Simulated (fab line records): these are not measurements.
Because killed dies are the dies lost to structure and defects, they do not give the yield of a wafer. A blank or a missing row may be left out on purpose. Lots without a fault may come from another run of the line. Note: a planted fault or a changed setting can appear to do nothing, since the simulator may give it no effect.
fab line records | flow sky130
record: lots: 6 | wafers: 18 | lastDay: 51
route steps=708 shown LI_CONTACT@371 PAD_OPEN@708
lots with no fault: from the same line, run without faults
startH: hours from the record's first day to the start of the lot's first wafer shown | waitH: how many hours have passed since the lot's step before this one | " repeats the value in the row above | L1.1+2: one row covering several wafers at once | - no value, or no start given | * or withheld: withheld | < > ~ a bound
route shown NAME@n: names a module that has steps shown in the file, with the first one's number in the route | usual: the fault-free wafers' mean and standard deviation | same: alike in all rows | chamber/n: place in a boat | sites: the reading at each site | _std_site: their standard deviation | _edge_site: mean of outer sites minus mean of inner sites | radiusMm: for every site, how far away it sits from the centre of the wafer | mask NAME#n: copy n | behind: the last tool/chamber to shape the wafer | hold: the reason the lot was held/the length of the hold in hours/how it ended | device: the transistor (n, p or np) that didn't switch | end of line: the same wafers' tests at the end of the route | a step with no rows: only its recipe | killed: dies lost to structure and defects at the first sort, not the wafer's yield | map: a wafer's dies, marking killed ones x, the rest . and places with no die _
set.NAME: the setting the step ran with; set.NAME@STEP: the setting that earlier step ran with | model.NAME: the simulator's own value behind a step, which no gauge read
lots at some steps of the route; a table a step, a row a wafer
services: a tool's chamber out of use, with start hour (startH, from the record's first day; less than 0 if before it), hours out, and reason
== steps ==
step: SKY_LI_CONTACT_EXPOSE_09
recipe: maskId: LICM1 | na: 0.8 | sourceShape: annular | sigmaInner: 0.55 | sigmaOuter: 0.85 | targetCdNm: 170 | doseMj: 38
step: SKY_LI_CONTACT_PEB_10
recipe: pebTempC: withheld | pebTimeS: withheld | resist: KrF-thick
step: SKY_LI_CONTACT_DEVELOP_11
recipe: developTimeS: 60 | resist: KrF-thick | devTempC: 21
step: SKY_LI_CONTACT_CD_MEAS_12
recipe: targetCdNm: 170
usual: cdNm: 169.6/1.4
lot.wafer | tool     | chamber | startH | waitH | cdNm
L678.3    | cdSem-01 | -       | 775.77 | -     | 169.5
L678.4    | "        | -       | "      | "     | 170.1
L678.5    | "        | -       | "      | "     | 170.3
L682.2    | cdSem-02 | -       | 812.35 | -     | 169.2
L682.3    | "        | -       | "      | "     | 168.3
L682.6    | "        | -       | "      | "     | 169.4
L685.1    | cdSem-02 | -       | 826.03 | -     | 168.1
L685.2    | "        | -       | "      | "     | 168.9
L685.6    | "        | -       | "      | "     | 169.8
L687.3    | cdSem-01 | -       | 843.15 | -     | 169.8
L687.4    | "        | -       | "      | "     | 168.1
L687.5    | "        | -       | "      | "     | 169.2
L691.3    | cdSem-01 | -       | 862.26 | -     | 169.3
L691.4    | "        | -       | "      | "     | 168.9
L691.6    | "        | -       | "      | "     | 169.4
L692.3    | cdSem-01 | -       | 870.47 | -     | 169.1
L692.5    | "        | -       | "      | "     | 168.6
L692.6    | "        | -       | "      | "     | 169.2
step: SKY_LI_CONTACT_OVL_MEAS_13
usual: LI_CONTACT_OVL: 0/5.3
lot.wafer | tool       | chamber | startH | waitH | LI_CONTACT_OVL[nm]
L678.3    | overlay-02 | -       | 775.87 | 0.1   | -3
L678.4    | "          | -       | "      | "     | -4
L678.5    | "          | -       | "      | "     | -3
L682.2    | overlay-02 | -       | 812.46 | 0.1   | -3
L682.3    | "          | -       | "      | "     | -1
L682.6    | "          | -       | "      | "     | -1
L685.1    | overlay-01 | -       | 826.15 | 0.1   | -4
L685.2    | "          | -       | "      | "     | -8
L685.6    | "          | -       | "      | "     | -3
L687.3    | overlay-02 | -       | 843.24 | 0.1   | 4
L687.4    | "          | -       | "      | "     | 11
L687.5    | "          | -       | "      | "     | 9
L691.3    | overlay-01 | -       | 862.36 | 0.1   | -1
L691.4    | "          | -       | "      | "     | -4
L691.6    | "          | -       | "      | "     | -6
L692.3    | overlay-02 | -       | 870.57 | 0.1   | 7
L692.5    | "          | -       | "      | "     | 6
L692.6    | "          | -       | "      | "     | 2
step: SKY_LI_CONTACT_ETCH_14
recipe: chemistry: N2/H2 | target: BARC | ionEnergyEv: 200 | sourceW: 500 | biasW: 100 | pressureMtorr: 30 | n2FlowSccm: 100 | h2FlowSccm: 200 | stopOn: SiO2 | timeS: 45.9 | targetDepthA: 600
usual: drypumpMotorCurrentA: 5.8/0.34 | oesProductAu: 0.856/0.0049 | throttleValvePct: 13.225/0.0095
lot.wafer | tool       | chamber | startH | waitH | drypumpMotorCurrentA | oesProductAu | rfHoursCounterH | throttleValvePct
L678.3    | rieDiel-03 | 2       | 775.89 | 0.0   | 5.6                  | 0.856        | 14              | 13.231
L678.4    | "          | 1       | "      | "     | 6.4                  | 0.860        | 5               | 13.220
L678.5    | "          | 0       | "      | "     | 6.0                  | 0.856        | -               | 13.233
L682.2    | rieDiel-02 | 3       | 812.49 | 0.0   | 5.6                  | 0.855        | 5               | 13.206
L682.3    | "          | 0       | "      | "     | 5.9                  | 0.858        | 1               | 13.236
L682.6    | "          | 1       | "      | "     | 5.4                  | 0.856        | -               | 13.224
L685.1    | rieDiel-03 | 0       | 826.19 | 0.0   | 6.1                  | 0.855        | 3               | 13.238
L685.2    | "          | 1       | "      | "     | 6.4                  | 0.854        | 6               | 13.220
L685.6    | "          | 2       | "      | "     | 5.6                  | 0.859        | -               | 13.224
L687.3    | rieDiel-02 | 1       | 843.26 | 0.0   | 5.4                  | 0.859        | 20              | 13.205
L687.4    | "          | 0       | "      | "     | 5.9                  | 0.855        | 2               | 13.225
L687.5    | "          | 2       | "      | "     | 5.6                  | 0.854        | -               | 13.236
L691.3    | rieDiel-03 | 3       | 862.38 | 0.0   | 5.5                  | 0.863        | 5               | 13.221
L691.4    | "          | 1       | "      | "     | 6.4                  | 0.850        | 6               | 13.233
L691.6    | "          | 1       | "      | "     | 6.4                  | 0.851        | -               | 13.218
L692.3    | rieDiel-01 | 3       | 870.59 | 0.0   | 5.3                  | 0.853        | 4               | 13.215
L692.5    | "          | 1       | "      | "     | 6.0                  | 0.861        | -               | 13.228
L692.6    | "          | 2       | "      | "     | 6.2                  | 0.856        | -               | 13.226
step: SKY_LI_CONTACT_ETCH_15
recipe: target: PSG | chemistry: C4F8/O2/Ar | stopOn: Si | taperDeg: 4.15 | maskMaterial: KrF-thick | sourceW: 1500 | biasW: 1200 | pressureMtorr: 40 | c4f8FlowSccm: withheld | O2_flow_sccm: 6 | Ar_flow_sccm: 300 | timeS: withheld | targetDepthA: 6000
usual: oesProductAu: 0.838/0.0051
lot.wafer | tool       | chamber | startH | waitH | oesProductAu
L678.3    | rieDiel-03 | 2       | 775.93 | 0.0   | 0.848
L678.4    | "          | 1       | "      | "     | 0.830
L678.5    | "          | 0       | "      | "     | 0.834
L682.2    | rieDiel-02 | 3       | 812.53 | 0.0   | 0.840
L682.3    | "          | 0       | "      | "     | 0.843
L682.6    | "          | 1       | "      | "     | 0.843
L685.1    | rieDiel-03 | 0       | 826.23 | 0.0   | 0.838
L685.2    | "          | 1       | "      | "     | 0.847
L685.6    | "          | 2       | "      | "     | 0.837
L687.3    | rieDiel-02 | 1       | 843.30 | 0.0   | 0.834
L687.4    | "          | 0       | "      | "     | 0.836
L687.5    | "          | 2       | "      | "     | 0.841
L691.3    | rieDiel-03 | 3       | 862.42 | 0.0   | 0.837
L691.4    | "          | 1       | "      | "     | 0.837
L691.6    | "          | 1       | "      | "     | 0.847
L692.3    | rieDiel-01 | 3       | 870.63 | 0.0   | 0.832
L692.5    | "          | 1       | "      | "     | 0.849
L692.6    | "          | 2       | "      | "     | 0.840
step: SKY_LI_CONTACT_STRIP_16
recipe: chemistry: O2/N2 | powerW: 1400 | pressureMtorr: 1500 | platenTempC: withheld | o2FlowSccm: 3000 | n2FlowSccm: 300 | overashFraction: 0.5
usual: drypumpMotorCurrentA: 6.2/0.45 | oesProductAu: 0.376/0.0047 | stripTimeToEndpointS: 3.49/0.035
lot.wafer | tool           | chamber | startH | waitH | drypumpMotorCurrentA | oesProductAu | rfHoursCounterH | stripTimeToEndpointS
L678.3    | plasmaAsher-03 | 1       | 776.05 | -     | 6.8                  | 0.371        | -               | 3.55
L678.4    | "              | 0       | "      | "     | 5.9                  | 0.388        | -               | 3.49
L678.5    | "              | 1       | "      | "     | 6.8                  | 0.378        | -               | 3.52
L682.2    | plasmaAsher-04 | 1       | 812.62 | -     | 6.3                  | 0.372        | 6               | 3.51
L682.3    | "              | 0       | "      | "     | 6.5                  | 0.375        | -               | 3.50
L682.6    | "              | 1       | "      | "     | 6.3                  | 0.368        | -               | 3.44
L685.1    | plasmaAsher-02 | 1       | 826.32 | -     | 6.0                  | 0.380        | 37              | 3.55
L685.2    | "              | 0       | "      | "     | 5.4                  | 0.375        | 37              | 3.48
L685.6    | "              | 1       | "      | "     | 6.0                  | 0.377        | -               | 3.52
L687.3    | plasmaAsher-03 | 1       | 843.42 | -     | 6.8                  | 0.368        | -               | 3.46
L687.4    | "              | 0       | "      | "     | 5.9                  | 0.379        | -               | 3.51
L687.5    | "              | 0       | "      | "     | 5.9                  | 0.377        | -               | 3.45
L691.3    | plasmaAsher-03 | 1       | 862.54 | -     | 6.8                  | 0.377        | -               | 3.47
L691.4    | "              | 0       | "      | "     | 5.9                  | 0.376        | -               | 3.50
L691.6    | "              | 1       | "      | "     | 6.8                  | 0.371        | -               | 3.46
L692.3    | plasmaAsher-03 | 0       | 870.75 | -     | 5.9                  | 0.373        | -               | 3.47
L692.5    | "              | 0       | "      | "     | 5.9                  | 0.377        | -               | 3.46
L692.6    | "              | 1       | "      | "     | 6.8                  | 0.373        | -               | 3.50
step: SKY_LI_CONTACT_CLEAN_17
recipe: chemistry: NMP | timeS: 600 | tempC: 60 | dry: n2Spin
step: SKY_LI_CONTACT_PRE_CLEAN_18
recipe: gas: Ar | timeS: 5.6 | biasV: 358
step: SKY_LI_CONTACT_SPUTTER_19
recipe: material: Ti | targetThkNm: 20 | chamberPressurePa: 5 | powerW: 2500 | substrateTempC: 200 | timeS: 106.37
usual: throttleValvePct: 30.0/0.94
lot.wafer | tool          | chamber | startH | waitH | throttleValvePct
L678.3    | pvdSputter-01 | -       | 776.31 | 0.0   | 29.8
L678.4    | "             | -       | "      | "     | 28.3
L678.5    | "             | -       | "      | "     | 30.2
L682.2    | pvdSputter-01 | -       | 812.91 | 0.0   | 29.9
L682.3    | "             | -       | "      | "     | 28.5
L682.6    | "             | -       | "      | "     | 30.9
L685.1    | pvdSputter-01 | -       | 826.63 | 0.0   | 29.8
L685.2    | "             | -       | "      | "     | 29.9
L685.6    | "             | -       | "      | "     | 29.8
L687.3    | pvdSputter-04 | -       | 843.70 | 0.0   | 29.3
L687.4    | "             | -       | "      | "     | 30.8
L687.5    | "             | -       | "      | "     | 31.1
L691.3    | pvdSputter-02 | -       | 862.80 | 0.0   | 28.0
L691.4    | "             | -       | "      | "     | 30.0
L691.6    | "             | -       | "      | "     | 28.4
L692.3    | pvdSputter-02 | -       | 871.03 | 0.0   | 29.8
L692.5    | "             | -       | "      | "     | 30.2
L692.6    | "             | -       | "      | "     | 29.9
step: SKY_LI_CONTACT_SPUTTER_20
recipe: material: TiN | targetThkNm: 20 | chamberPressurePa: 5 | powerW: 4000 | timeS: 80
usual: throttleValvePct: 30.0/0.96
lot.wafer | tool          | chamber | startH | waitH | throttleValvePct
L678.3    | pvdSputter-01 | -       | 776.39 | 0.0   | 30.1
L678.4    | "             | -       | "      | "     | 28.3
L678.5    | "             | -       | "      | "     | 30.2
L682.2    | pvdSputter-01 | -       | 812.99 | 0.0   | 29.9
L682.3    | "             | -       | "      | "     | 28.3
L682.6    | "             | -       | "      | "     | 30.7
L685.1    | pvdSputter-01 | -       | 826.70 | 0.0   | 30.2
L685.2    | "             | -       | "      | "     | 30.2
L685.6    | "             | -       | "      | "     | 30.1
L687.3    | pvdSputter-04 | -       | 843.78 | 0.0   | 29.3
L687.4    | "             | -       | "      | "     | 30.8
L687.5    | "             | -       | "      | "     | 31.3
L691.3    | pvdSputter-02 | -       | 862.88 | 0.0   | 28.3
L691.4    | "             | -       | "      | "     | 30.0
L691.6    | "             | -       | "      | "     | 28.2
L692.3    | pvdSputter-02 | -       | 871.10 | 0.0   | 29.9
L692.5    | "             | -       | "      | "     | 29.9
L692.6    | "             | -       | "      | "     | 30.1
step: SKY_LI_CONTACT_CVD_21
recipe: material: W | targetThkNm: 400 | timeS: 120.56 | tempC: 400 | pressureTorr: 40
usual: heaterPowerW: 819/60 | susceptorTempC: 399.96/0.23
lot.wafer | tool    | chamber | startH | waitH | heaterPowerW | susceptorTempC | model.W_of_LI_CONTACT_CVD_21.thkNm
L678.3    | cvdW-02 | 0       | 776.53 | 0.1   | 883          | 399.59         | 394.1
L678.4    | "       | 0       | "      | "     | 879          | 399.80         | 390.1
L678.5    | "       | 0       | "      | "     | 857          | 399.57         | 391.2
L682.2    | cvdW-01 | 0       | 813.09 | 0.1   | 758          | 399.86         | 396.6
L682.3    | "       | 0       | "      | "     | 747          | 399.98         | 396.2
L682.6    | "       | 0       | "      | "     | 765          | 399.74         | 396.9
L685.1    | cvdW-01 | 1       | 826.77 | 0.0   | 889          | 398.01         | 383
L685.2    | "       | 0       | "      | "     | 741          | 398.08         | 383.2
L685.6    | "       | 0       | "      | "     | 746          | 398.08         | 376.8
L687.3    | cvdW-01 | 0       | 843.88 | 0.1   | 755          | 397.80         | 387
L687.4    | "       | 1       | "      | "     | 874          | 397.96         | 387.7
L687.5    | "       | 0       | "      | "     | 768          | 398.07         | 382
L691.3    | cvdW-02 | 1       | 862.98 | 0.1   | 781          | 400.01         | 405
L691.4    | "       | 0       | "      | "     | 859          | 399.80         | 394.4
L691.6    | "       | 1       | "      | "     | 795          | 399.78         | 405.5
L692.3    | cvdW-02 | 0       | 871.21 | 0.1   | 903          | 399.60         | 388.6
L692.5    | "       | 1       | "      | "     | 780          | 399.80         | 397.1
L692.6    | "       | 0       | "      | "     | 883          | 399.39         | 391.4
step: SKY_LI_CONTACT_RS_MEAS_22
recipe: thkMeasGauge: four-point-probe | reads: W_of_LI_CONTACT_CVD_21+TiN_of_LI_CONTACT_SPUTTER_20+Ti_of_LI_CONTACT_SPUTTER_19
usual: LI_CONTACT_W_RS: 0.287/0.0032
lot.wafer | tool         | chamber | startH | waitH | LI_CONTACT_W_RS[ohm/sq]
L678.3    | filmMetro-02 | -       | 776.74 | 0.2   | 0.289
L678.4    | "            | -       | "      | "     | 0.292
L678.5    | "            | -       | "      | "     | 0.291
L682.2    | filmMetro-03 | -       | 813.32 | 0.2   | 0.287
L682.3    | "            | -       | "      | "     | 0.287
L682.6    | "            | -       | "      | "     | 0.286
L685.1    | filmMetro-03 | -       | 826.89 | 0.1   | 0.297
L685.2    | "            | -       | "      | "     | 0.296
L685.6    | "            | -       | "      | "     | 0.301
L687.3    | filmMetro-01 | -       | 844.00 | 0.1   | 0.294
L687.4    | "            | -       | "      | "     | 0.294
L687.5    | "            | -       | "      | "     | 0.299
L691.3    | filmMetro-03 | -       | 863.10 | 0.1   | 0.281
L691.4    | "            | -       | "      | "     | 0.288
L691.6    | "            | -       | "      | "     | 0.280
L692.3    | filmMetro-01 | -       | 871.33 | 0.1   | 0.294
L692.5    | "            | -       | "      | "     | 0.287
L692.6    | "            | -       | "      | "     | 0.292
step: SKY_LI_CONTACT_THK_MEAS_23
recipe: thkMeasGauge: xrf | reads: W_of_LI_CONTACT_CVD_21
usual: LI_CONTACT_W_THK: 409/8.3
lot.wafer | tool         | chamber | startH | waitH | LI_CONTACT_W_THK[nm]
L678.3    | filmMetro-02 | -       | 776.84 | 0.1   | 408
L678.4    | "            | -       | "      | "     | 400
L678.5    | "            | -       | "      | "     | 404
L682.2    | filmMetro-03 | -       | 813.43 | 0.1   | 418
L682.3    | "            | -       | "      | "     | 418
L682.6    | "            | -       | "      | "     | 418
L685.1    | filmMetro-03 | -       | 827.01 | 0.1   | 398
L685.2    | "            | -       | "      | "     | 397
L685.6    | "            | -       | "      | "     | 392
L687.3    | filmMetro-01 | -       | 844.10 | 0.1   | 391
L687.4    | "            | -       | "      | "     | 395
L687.5    | "            | -       | "      | "     | 390
L691.3    | filmMetro-03 | -       | 863.20 | 0.1   | 429
L691.4    | "            | -       | "      | "     | 418
L691.6    | "            | -       | "      | "     | 427
L692.3    | filmMetro-01 | -       | 871.43 | 0.1   | 393
L692.5    | "            | -       | "      | "     | 404
L692.6    | "            | -       | "      | "     | 398
step: SKY_PAD_OPEN_PROBE_99
usual: killed_at_M0_to_M3: 43/6.4 | killed_at_M4_up: 3.2/1.8 | killedAtContacts: 25/5.5 | killedAtFrontEnd: 16/5.2 | killedAtOther: 0.3/0.49 | killedDies: 88/10 | killedOnRim: 17/3.9 | killedOpen: 48/7 | killedShort: 40/7.1
same: grossDies: 492 | killedAtBackSide: 0
lot.wafer | tool      | chamber | startH  | waitH | killed_at_M0_to_M3 | killed_at_M4_up | killedAtContacts | killedAtFrontEnd | killedAtOther | killedDies | killedOnRim | killedOpen | killedShort
L678.3    | prober-02 | -       | 1150.25 | 0.2   | 49                 | 5               | 27               | 17               | 1             | 99         | 16          | 59         | 40
L678.4    | prober-02 | -       | 1150.30 | 0.2   | 42                 | 2               | 18               | 19               | 0             | 81         | 19          | 40         | 41
L678.5    | prober-02 | -       | 1150.35 | 0.2   | 51                 | 8               | 22               | 21               | 0             | 102        | 26          | 53         | 49
L682.2    | prober-01 | -       | 1174.40 | 0.1   | 44                 | 1               | 30               | 10               | 0             | 85         | 16          | 54         | 31
L682.3    | prober-01 | -       | 1174.45 | 0.2   | 34                 | 7               | 19               | 15               | 1             | 76         | 15          | 41         | 35
L682.6    | prober-01 | -       | 1174.60 | 0.2   | 36                 | 4               | 36               | 14               | 0             | 90         | 15          | 38         | 52
L685.1    | prober-02 | -       | 1185.57 | 0.1   | 61                 | 1               | 28               | 20               | 0             | 110        | 23          | 65         | 45
L685.2    | prober-02 | -       | 1185.62 | 0.1   | 40                 | 3               | 26               | 12               | 1             | 82         | 19          | 47         | 35
L685.6    | prober-02 | -       | 1185.82 | 0.2   | 34                 | 4               | 27               | 19               | 0             | 84         | 12          | 43         | 41
L687.3    | prober-02 | -       | 1195.72 | 0.2   | 51                 | 1               | 20               | 12               | 0             | 84         | 19          | 45         | 39
L687.4    | prober-02 | -       | 1195.77 | 0.2   | 46                 | 4               | 24               | 12               | 0             | 86         | 20          | 45         | 41
L687.5    | prober-02 | -       | 1195.82 | 0.2   | 47                 | 5               | 25               | 16               | 1             | 94         | 20          | 49         | 45
L691.3    | prober-01 | -       | 1207.05 | 0.2   | 51                 | 5               | 22               | 16               | 0             | 94         | 16          | 57         | 37
L691.4    | prober-01 | -       | 1207.10 | 0.2   | 49                 | 6               | 20               | 19               | 0             | 94         | 16          | 47         | 47
L691.6    | prober-01 | -       | 1207.20 | 0.2   | 38                 | 3               | 20               | 15               | 0             | 76         | 13          | 45         | 31
L692.3    | prober-01 | -       | 1212.01 | 0.2   | 44                 | 4               | 25               | 23               | 0             | 96         | 21          | 45         | 51
L692.5    | prober-01 | -       | 1212.11 | 0.2   | 43                 | 3               | 38               | 20               | 0             | 104        | 23          | 45         | 59
L692.6    | prober-01 | -       | 1212.16 | 0.2   | 38                 | 4               | 23               | 29               | 0             | 94         | 13          | 58         | 36
killed by level:class
L678.3 VIA1:geometricParticle:open=15 CONTACT:geometricParticle:open=10 LI_CONTACT:geometricParticle:open=9 VIA2:geometricParticle:open=9 FIELD_ISO:geometricParticle:short=6 VIA3:geometricParticle:open=6 METAL2:geometricParticle:short=5 METAL4:geometricParticle:short=5
L678.4 FIELD_ISO:geometricParticle:short=8 VIA1:geometricParticle:open=8 VIA3:geometricParticle:open=7 CONTACT:geometricParticle:short=6 VIA1:geometricParticle:short=6 FIELD_ISO:geometricParticle:open=5 VIA2:geometricParticle:open=5 METAL3:geometricParticle:short=5
L678.5 VIA1:geometricParticle:open=12 VIA2:geometricParticle:open=10 VIA1:geometricParticle:short=8 FIELD_ISO:geometricParticle:open=6 CONTACT:geometricParticle:open=5 CONTACT:geometricParticle:short=5 LI_CONTACT:geometricParticle:open=5 LOCAL_INTERCONNECT:geometricParticle:short=5
L682.2 CONTACT:geometricParticle:open=13 LI_CONTACT:geometricParticle:open=9 VIA3:geometricParticle:open=9 VIA1:geometricParticle:short=7 VIA1:geometricParticle:open=7 VIA2:geometricParticle:open=6 METAL1:geometricParticle:short=4 VIA2:geometricParticle:short=4
L682.3 LI_CONTACT:geometricParticle:open=9 FIELD_ISO:geometricParticle:open=7 FIELD_ISO:geometricParticle:short=6 VIA2:geometricParticle:open=5 METAL1:geometricParticle:short=5 METAL3:geometricParticle:short=5 VIA1:geometricParticle:open=4 VIA3:geometricParticle:open=4
L682.6 CONTACT:geometricParticle:open=12 LI_CONTACT:geometricParticle:open=8 POLY_GATE:geometricParticle:short=7 METAL1:geometricParticle:short=7 CONTACT:geometricParticle:short=7 VIA1:geometricParticle:open=6 METAL2:geometricParticle:short=6 LOCAL_INTERCONNECT:geometricParticle:short=5
L685.1 VIA2:geometricParticle:open=19 METAL1:geometricParticle:short=11 LOCAL_INTERCONNECT:geometricParticle:short=7 VIA3:geometricParticle:open=7 FIELD_ISO:geometricParticle:open=6 LI_CONTACT:geometricParticle:open=6 VIA1:geometricParticle:open=6 VIA1:geometricParticle:short=5
L685.2 CONTACT:geometricParticle:open=11 VIA3:geometricParticle:open=9 CONTACT:geometricParticle:short=7 VIA2:geometricParticle:open=7 VIA1:geometricParticle:open=5 LI_CONTACT:geometricParticle:open=5 METAL3:geometricParticle:short=5 FIELD_ISO:geometricParticle:open=4
L685.6 CONTACT:geometricParticle:open=11 LI_CONTACT:geometricParticle:open=7 VIA2:geometricParticle:open=7 POLY_GATE:geometricParticle:short=5 CONTACT:geometricParticle:short=5 VIA1:geometricParticle:open=5 FIELD_ISO:geometricParticle:short=4 VIA3:geometricParticle:short=4
L687.3 VIA1:geometricParticle:open=13 VIA2:geometricParticle:open=10 VIA3:geometricParticle:open=8 CONTACT:geometricParticle:open=6 LOCAL_INTERCONNECT:geometricParticle:short=5 VIA1:geometricParticle:short=5 LI_CONTACT:geometricParticle:short=4 METAL2:geometricParticle:short=4
L687.4 CONTACT:geometricParticle:open=9 VIA1:geometricParticle:short=8 VIA3:geometricParticle:open=8 FIELD_ISO:geometricParticle:short=5 LI_CONTACT:geometricParticle:short=5 METAL1:geometricParticle:short=5 VIA1:geometricParticle:open=5 VIA2:geometricParticle:open=5
L687.5 VIA1:geometricParticle:open=13 CONTACT:geometricParticle:open=10 METAL2:geometricParticle:short=8 VIA2:geometricParticle:short=8 METAL1:geometricParticle:short=7 LI_CONTACT:geometricParticle:open=6 CONTACT:geometricParticle:short=5 VIA2:geometricParticle:open=5
L691.3 VIA1:geometricParticle:open=18 VIA2:geometricParticle:open=8 LI_CONTACT:geometricParticle:open=7 CONTACT:geometricParticle:short=6 CONTACT:geometricParticle:open=5 VIA1:geometricParticle:short=5 METAL3:geometricParticle:short=5 POLY_GATE:geometricParticle:open=4
L691.4 VIA1:geometricParticle:open=9 VIA3:geometricParticle:open=9 POLY_GATE:geometricParticle:open=7 CONTACT:geometricParticle:short=7 VIA1:geometricParticle:short=6 METAL3:geometricParticle:short=6 POLY_GATE:geometricParticle:short=5 LI_CONTACT:geometricParticle:open=5
L691.6 CONTACT:geometricParticle:open=9 VIA1:geometricParticle:open=7 VIA1:geometricParticle:short=6 POLY_GATE:geometricParticle:open=5 VIA3:geometricParticle:open=5 VIA2:geometricParticle:open=5 CONTACT:geometricParticle:short=4 METAL1:geometricParticle:short=4
L692.3 FIELD_ISO:geometricParticle:short=8 METAL1:geometricParticle:short=8 LI_CONTACT:geometricParticle:open=7 CONTACT:geometricParticle:open=7 VIA1:geometricParticle:open=7 FIELD_ISO:geometricParticle:open=6 VIA3:geometricParticle:open=6 METAL2:geometricParticle:short=5
L692.5 METAL2:geometricParticle:short=15 CONTACT:geometricParticle:open=14 VIA1:geometricParticle:open=9 LI_CONTACT:geometricParticle:open=7 CONTACT:geometricParticle:short=7 FIELD_ISO:geometricParticle:short=6 POLY_GATE:geometricParticle:short=6 LOCAL_INTERCONNECT:geometricParticle:short=5
L692.6 VIA1:geometricParticle:open=15 FIELD_ISO:geometricParticle:open=9 CONTACT:geometricParticle:open=9 LI_CONTACT:geometricParticle:open=7 FIELD_ISO:geometricParticle:short=6 VIA1:geometricParticle:short=6 POLY_GATE:geometricParticle:open=5 CONTACT:geometricParticle:short=4
== services ==
tool           | chamber | startH | hours | kind
rieDiel-03     | 1       | 754.83 | 3.0   | repair
plasmaAsher-02 | -       | 757.06 | 1.5   | repair
plasmaAsher-04 | -       | 758.57 | 3.1   | repair
rieDiel-02     | -       | 758.75 | 0.4   | repair
cvdW-01        | 1       | 762.57 | 9.7   | repair
cvdW-02        | 1       | 766.07 | 10.8  | repair
plasmaAsher-03 | -       | 770.12 | 1.5   | repair
pvdSputter-02  | -       | 771.87 | 1.2   | repair
rieDiel-02     | 2       | 779.35 | 3.5   | repair
pvdSputter-01  | -       | 782.79 | 2.8   | repair
plasmaAsher-02 | -       | 794.34 | 0.8   | repair
rieDiel-03     | -       | 794.82 | 28.1  | pm
plasmaAsher-02 | -       | 796.38 | 4.3   | pm
cvdW-01        | -       | 799.18 | 0.8   | repair
cvdW-01        | 1       | 812.49 | 4.5   | repair
rieDiel-03     | 0       | 826.54 | 25.3  | repair
rieDiel-03     | 3       | 828.75 | 10.5  | repair
plasmaAsher-04 | -       | 830.00 | 13.5  | repair
rieDiel-03     | 1       | 834.02 | 8.3   | repair
cvdW-01        | 1       | 837.99 | 3.3   | repair
pvdSputter-04  | -       | 851.03 | 2.2   | repair
cvdW-01        | 0       | 851.19 | 5.7   | repair
rieDiel-02     | -       | 865.48 | 1.3   | repair
rieDiel-02     | 3       | 869.92 | 11.1  | repair
== key ==
firstSign: step: SKY_LI_CONTACT_CVD_21 | reading: susceptorTempC | direction: down | sigmas: 8.4 | usual: * | struck: *
effect: step: SKY_LI_CONTACT_RS_MEAS_22 | reading: LI_CONTACT_W_RS | direction: up | sigmas: 3.1 | usual: 0.287 | struck: 0.297
effect: step: SKY_LI_CONTACT_THK_MEAS_23 | reading: LI_CONTACT_W_THK | direction: down | sigmas: 1.8 | usual: 409 | struck: 394
modelEffect: step: SKY_LI_CONTACT_CVD_21 | value: W_of_LI_CONTACT_CVD_21.thkNm | without: 396.8 | struck: 383.3
metAt SKY_LI_CONTACT_CVD_21
struckWafers L685.1,L685.2,L685.6,L687.3,L687.4,L687.5
testerLeftOut L685,L687
onsetBetween 813.09 826.77
fault: kind: processParameterDrift | tool: cvdW-01 | chamber: - | onsetH: 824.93 | steps: SKY_LI_CONTACT_CVD_21 | channel: tempC | offset: * | shape: step | endH: 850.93 | actsIn: * | stated: *
testerLeftOut: of these lots the tester's yield and bins aren't shown, on N5 and GAA mostly nor the transistor test; their killed dies are dies lost to structure and defects alone, not to doping, threshold or leakage, so they don't give the yield
